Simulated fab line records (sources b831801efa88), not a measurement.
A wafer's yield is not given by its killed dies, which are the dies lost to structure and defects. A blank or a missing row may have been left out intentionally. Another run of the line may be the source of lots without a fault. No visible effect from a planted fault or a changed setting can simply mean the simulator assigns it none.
Problem report in the 8D (eight disciplines) form, filled by code + flow gf180mcu + the parts of the form that need people (team, actions taken, sign-off) are left out

== 1. WHAT WENT WRONG ==
NWELL_RS at GF_VT_IMPLANT_RS_MEAS_47 reads a mean of 497.9 ohm/sq on 9 wafers of 3 lots; wafers without a fault read 488.4 ohm/sq with a standard deviation of 1.2. That puts it +7.9 standard deviations away from the usual mean.
The step: measures by four-point-probe.
First seen on wafer L148.3, day 8 12:46, on film-metro-02. At this step, 36 wafers from 12 lots have a number in the record. Rule for "out" (also "out of limits"): further than 4 standard deviations from the usual mean. The other wafers with a number count as sound.

== 2. WHAT IT IS AND WHAT IT IS NOT ==
| question                    | is                           | is not                                                                                                  |
|-----------------------------|------------------------------|---------------------------------------------------------------------------------------------------------|
| which readings at this step | NWELL_RS                     | -                                                                                                       |
| which lots                  | L148, L149, L151             | L145, L147, L150, L159, L161, L162, L165, L166, L168                                                    |
| which wafers of those lots  | all that have a number       | -                                                                                                       |
| read on which gauges        | film-metro-02, film-metro-04 | film-metro-01                                                                                           |
| when                        | from day 8 12:46             | up to then (6 sound wafers); but 21 sound wafers of L150, L159, L161, L162, L165, L166, L168 came after |

== 3. THE SUSPECTS, EACH WITH WHAT RULES IT OUT ==
Counting: a tool at a process step up to the reading stays a suspect if it ran every lot that is out and no sound lot after the first of them.
- the gauge at GF_VT_IMPLANT_RS_MEAS_47 is ruled out. 2 gauges (film-metro-02, film-metro-04) read the wafers that are out.
- cmp-01 at GF_STI_CMP_25 (polishes, stops on Si3N4, t overpolish 33 s, target thk 524.6 nm): ruled out as a lasting fault. The sound lots L161, L162 went through it after L148, its earliest lot that is out (day 2 20:33).
- implanter-02 at GF_NWELL_IMPLANT_08: ruled out as a lasting fault. The sound lots L165, L168 went through it after L148, its earliest lot that is out (day 4 01:17).
Left after counting: nothing in the record.

== 4. THE CAUSE (what the simulator had put in) ==
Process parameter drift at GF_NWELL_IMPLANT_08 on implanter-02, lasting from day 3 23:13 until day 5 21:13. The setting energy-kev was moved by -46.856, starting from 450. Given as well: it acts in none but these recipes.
The count ruled it out by mistake, since the rule takes a fault to strike every lot its tool runs from the start of the fault on, and this one did not do so.

== 5. THE EFFECT CHAIN, in route order ==
Each row: a reading whose mean over the struck wafers that have a number lies more than 3 standard deviations from the usual. Readings are gone through only where the record gives a usual standard deviation; hours: the median, over the lots, of the time from a lot's start at the first step in this table giving one to that lot's start at this step; sigmas: the change measured in usual standard deviations.
| hours | step                     | reading         | usual        | on struck wafers | change | sigmas      |
|-------|--------------------------|-----------------|--------------|------------------|--------|-------------|
| 0     | GF_NWELL_IMPLANT_08      | beam-energy-keV | 449.99       | 403.06           | -46.93 | -99 or more |
| 107   | GF_VT_IMPLANT_RS_MEAS_47 | NWELL_RS        | 488.4 ohm/sq | 497.9            | +9.5   | +7.9        |
Here are the process steps it includes:
- GF_NWELL_IMPLANT_08
Later steps that measure or inspect, where all struck wafers having a row at the step show a number for every such reading and not one has moved that far: GF_VT_IMPLANT_RS_MEAS_48.

== 6. HOW IT WOULD HAVE BEEN CAUGHT EARLIER ==
In this record the first reading out of limits at a measuring or inspecting step was taken at day 8 12:46, 110 hours after the fault began at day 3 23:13.
The tool's own readings at GF_NWELL_IMPLANT_08 were out on every struck wafer that the step has a row for (beam-energy-keV): an alarm limit on them would have fired on the first of those.
